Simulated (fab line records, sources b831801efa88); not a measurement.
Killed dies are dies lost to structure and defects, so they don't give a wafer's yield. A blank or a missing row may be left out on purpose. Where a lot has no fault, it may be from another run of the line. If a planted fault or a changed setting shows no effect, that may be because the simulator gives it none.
2 desks, one fault    flow gf180mcu    each desk has only its own numbers; what lay behind them comes last

TOOL OWNER'S DESK, implanter-04
The tool's own readings at GF_HV_LDD_IMPLANT_09, given as means over the sampled wafers that have a number, one for each lot that went through this tool. Marked OUT: a lot whose mean sits more than 4 standard deviations from the usual mean, which makes it out of limits; the brackets give that distance.
Columns: A = beamEnergyKeV at GF_HV_LDD_IMPLANT_09, usual 40.000; B = endStationPressureTorr at GF_HV_LDD_IMPLANT_09, usual 5.42e-06 Torr
lot   first seen here  A                         B
L669  day 11 08:31     39.976                    5.66e-06
L671  day 11 22:01     40.017                    5.50e-06
L673  day 12 23:44     30.892 (-99 or more) OUT  5.41e-06
L674  day 13 00:02     30.883 (-99 or more) OUT  5.34e-06
L676  day 13 02:49     30.896 (-99 or more) OUT  5.58e-06
This desk's verdict: out of limits on L673, L674, L676, starting with L673 at day 12 23:44 (beamEnergyKeV at GF_HV_LDD_IMPLANT_09). In limits: L669, L671.

FROM THE METROLOGY DESK
Means of the sampled wafers that have a number, per lot and without regard to the tool the lot ran on: this is what the gauges read. Marked OUT: a lot whose mean sits more than 4 standard deviations from the usual mean, which makes it out of limits; the brackets give that distance.
Columns: A = HV_LDD_TW at GF_HV_LDD_TW_MEAS_11, usual 2424; B = HV_LDD_RS at GF_HV_LDD_RS_MEAS_53, usual 417.6 ohm/sq; C = PSD_OVL at GF_PSD_OVL_MEAS_08, usual -0.7 nm; D = CONTACT_W_THK at GF_CONTACT_THK_MEAS_26, usual 294 nm
lot   first seen here  A                B                 C     D
L666  day 10 03:05     2418             417.8             0.4   295
L667  day 10 19:52     2416             417.3             0.6   299
L669  day 11 08:46     2386             418.0             -2.3  297
L671  day 11 22:18     2432             418.6             0.3   295
L673  day 12 23:59     2214 (-7.5) OUT  423.5 (+5.9) OUT  -1.0  294
L674  day 13 00:17     2271 (-5.5) OUT  423.5 (+5.9) OUT  0.2   285
L676  day 13 03:03     2214 (-7.5) OUT  423.6 (+6.0) OUT  -2.2  290
L678  day 14 01:22     2434             417.4             -1.0  293
L683  day 15 08:43     2427             418.3             -1.1  295
L684  day 16 00:29     2449             418.6             0.0   288
L688  day 17 05:08     2439             417.1             0.4   293
L689  day 17 13:35     2456             416.2             -0.6  298
Finding of this desk: L673, L674, L676 out of limits, first seen on L673 at day 12 23:59 (HV_LDD_TW at GF_HV_LDD_TW_MEAS_11). In limits: L666, L667, L669, L671, L678, L683, L684, L688, L689.

ALL TOGETHER
An alarm could have come from the tool owner's desk at day 12 23:44, on L673, L674, L676.
On L673, L674, L676, the metrology desk was in a position to raise an alarm at day 12 23:59.
GF_HV_LDD_IMPLANT_09 was run on implanter-04 by each of the lots named.

WHAT THE SIMULATOR HAD PUT IN
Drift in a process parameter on implanter-04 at GF_HV_LDD_IMPLANT_09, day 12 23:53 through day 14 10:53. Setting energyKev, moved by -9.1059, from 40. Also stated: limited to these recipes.
Shown lots that were struck: L673, L674, L676.
